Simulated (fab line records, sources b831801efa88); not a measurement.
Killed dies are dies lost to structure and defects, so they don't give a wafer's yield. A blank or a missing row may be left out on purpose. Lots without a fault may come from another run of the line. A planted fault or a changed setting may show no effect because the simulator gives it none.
A struck lot beside a sound one | flow sky130 | 20 steps out of a route of 708
Sound: wafers L841.3, L841.4, L841.5. Struck: wafers L850.2, L850.4, L850.6. The cause comes at the end.
At each step with rows: each side's tool, then ch and its chambers, then its first start. Under that, the readings that differ: sound wafers | struck wafers | difference of the means | sigmas: that difference in standard deviations of wafers without a fault.
alike: readings whose means differ by less than 2 such deviations, and words and numbers that are the same on both sides. not compared: withheld readings, readings that some wafer has no value for, bounds like >300 that may hide the same value, and numbers for which the record gives no deviation and whose values overlap.
The two part at a step that has a row with sigmas, a row that says differs or no value, or rows on one side only. Numbers that don't overlap but have no deviation are shown without sigmas and don't part them. A reading that every wafer of one side lacks parts them only if that side has two wafers or more.

first, 6 steps without rows for these wafers: SKY_VT_ADJUST_PCH_HMDS_01 (prime time 60 s); SKY_VT_ADJUST_PCH_COAT_02 (resist thk 3000 nm); SKY_VT_ADJUST_PCH_SOFTBAKE_03; SKY_VT_ADJUST_PCH_EXPOSE_04 (exposes mask NWM, target cd 840 nm); SKY_VT_ADJUST_PCH_PEB_05; SKY_VT_ADJUST_PCH_DEVELOP_06 (develop time 60 s).
SKY_VT_ADJUST_PCH_OVL_MEAS_07:
  sound on overlay-01, day 12 04:56; struck on overlay-02, day 15 05:08
  alike: VT_ADJUST_PCH_OVL
then, 1 step without rows for these wafers: SKY_VT_ADJUST_PCH_IMPLANT_08.
SKY_VT_ADJUST_PCH_STRIP_09: strips in O2/N2.
  sound on plasma_asher-03 ch 0,1, day 12 05:08; struck on plasma_asher-04 ch 0,1, day 15 05:19
  alike: drypump_motor_current_A, oes_product_au, strip_time_to_endpoint_s
  not compared: rf_hours_counter_h
SKY_VT_ADJUST_PCH_TW_MEAS_10:
  sound on film_metro-04, day 12 05:13; struck on film_metro-01, day 15 05:25
  reading          | sound             | struck            | difference | sigmas
  VT_ADJUST_PCH_TW | 145.5 144.8 144.5 | 141.0 142.2 141.9 | -3.2       | -2
then, 2 steps without rows for these wafers: SKY_SONOS_TUNNEL_DEHYDRATE_00 (time 60 s); SKY_SONOS_TUNNEL_HMDS_01 (prime time 60 s).
SKY_SONOS_TUNNEL_COAT_02: resist thk 1140 nm.
  sound on litho_track-04 ch 0, day 12 16:58; struck on litho_track-02, day 15 17:59
  no value came back on the struck wafers for chill_plate_temp_C (C), dispense_pressure_kPa (kPa), exhaust_pa (Pa); on the sound wafers chill_plate_temp_C (C) reads 23.07 23.00 22.95
then, 4 steps without rows for these wafers: SKY_SONOS_TUNNEL_SOFTBAKE_03 (time 60 s); SKY_SONOS_TUNNEL_EXPOSE_04 (exposes mask TUNM, target cd 410 nm); SKY_SONOS_TUNNEL_PEB_05; SKY_SONOS_TUNNEL_DEVELOP_06 (develop time 60 s).
SKY_SONOS_TUNNEL_CD_MEAS_07: target cd 410 nm.
  sound on cd_sem-01, day 13 05:10; struck on cd_sem-02, day 16 08:51
  reading    | sound             | struck | difference                    | sigmas
  cd_nm (nm) | 414.6 413.7 411.1 | - - -  | no value on the struck wafers |
SKY_SONOS_TUNNEL_OVL_MEAS_08:
  sound on overlay-02, day 13 05:16; struck on overlay-01, day 16 08:58
  reading               | sound          | struck | difference                    | sigmas
  SONOS_TUNNEL_OVL (nm) | -1.8 -0.7 -1.2 | - - -  | no value on the struck wafers |
-- the record jumps here: 33 days lie between the struck wafers' starts before and after (it left off in module SONOS_TUNNEL and takes up again in module PAD_OPEN, whose first step shown is number 708 of the route) --
SKY_PAD_OPEN_PROBE_99:
  sound on prober-01, day 47 09:02; struck on prober-01, day 49 07:55
  reading             | sound    | struck                                                               | difference                   | sigmas
  hold                | - - -    | await_dispo/3.4h/scrap await_dispo/3.4h/scrap await_dispo/3.4h/scrap | no value on the sound wafers |
  killed_at_front_end | 19 19 20 | 420 438 420                                                          | +407                         | +99 or more
  killed_dies         | 78 89 88 | 492 492 492                                                          | +407                         | +44
  killed_on_rim       | 16 18 20 | 96 96 96                                                             | +78                          | +21
  alike: killed_at_M0_to_M3, killed_at_M4_up, killed_at_contacts, killed_at_other, killed_open, killed_short

WHERE THEY PART
First at SKY_VT_ADJUST_PCH_TW_MEAS_10; last, within this record, at SKY_PAD_OPEN_PROBE_99.

WHY: what the simulator had put in
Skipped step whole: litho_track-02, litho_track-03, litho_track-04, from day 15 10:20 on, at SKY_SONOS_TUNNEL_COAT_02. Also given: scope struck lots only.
